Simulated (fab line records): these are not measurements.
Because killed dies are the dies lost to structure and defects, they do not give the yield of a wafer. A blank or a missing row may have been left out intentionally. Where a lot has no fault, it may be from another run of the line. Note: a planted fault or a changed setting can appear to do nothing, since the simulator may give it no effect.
Matching of chambers ; flow sky130 ; SKY_VIA3_ETCH_14 on rie diel-01 has 4 sister chambers
The step etches BARC in N2/H2, stops on SiO2, time 45.9 s, target depth 60 nm. 8 wafers are shown with their chamber, then 10 later ones without.

EACH WAFER AND ITS CHAMBER
wafer;chamber;drypump motor current A (A);oes product au (a.u.)
L074.1;3;4.8;0.848
L079.2;1;5.8;0.846
L085.1;1;5.7;0.861
L087.3;0;6.4;0.862
L087.5;3;4.8;0.853
L087.6;2;5.4;0.856
L091.1;2;5.3;0.857
L091.3;0;6.4;0.854

WAFERS WHOSE CHAMBER IS MISSING
wafer;drypump motor current A (A);oes product au (a.u.)
L091.6;6.4;0.850
L092.1;5.4;0.859
L092.2;6.3;0.856
L092.6;6.3;0.851
L094.4;6.4;0.849
L094.5;4.8;0.855
L094.6;6.4;0.849
L096.1;6.3;0.851
L096.4;5.4;0.860
L096.6;5.4;0.852

EACH ONE'S CHAMBER
wafer;from the rows above;in truth
L091.6;0;0
L092.1;2;2
L092.2;0;0
L092.6;0;0
L094.4;0;0
L094.5;3;3
L094.6;0;0
L096.1;0;0
L096.4;2;2
L096.6;2;2
Correct placement for 10 of the 10. Not placeable from these rows: 0. Number placed wrongly: 0.
How it was worked out, from the rows above alone: a wafer's distance from a chamber is the root of the sum, over the readings, of the square of ((its reading less the chamber's mean) divided by the reading's scatter). The wafer belongs to the nearest chamber; if the next one is less than 2 further off, it can't be placed. For every chamber, the mean is computed from those of its wafers that are shown. The scatter: the root of (the sum of the squares of (reading less its chamber's mean) over the shown wafers, divided by (wafers less chambers)).
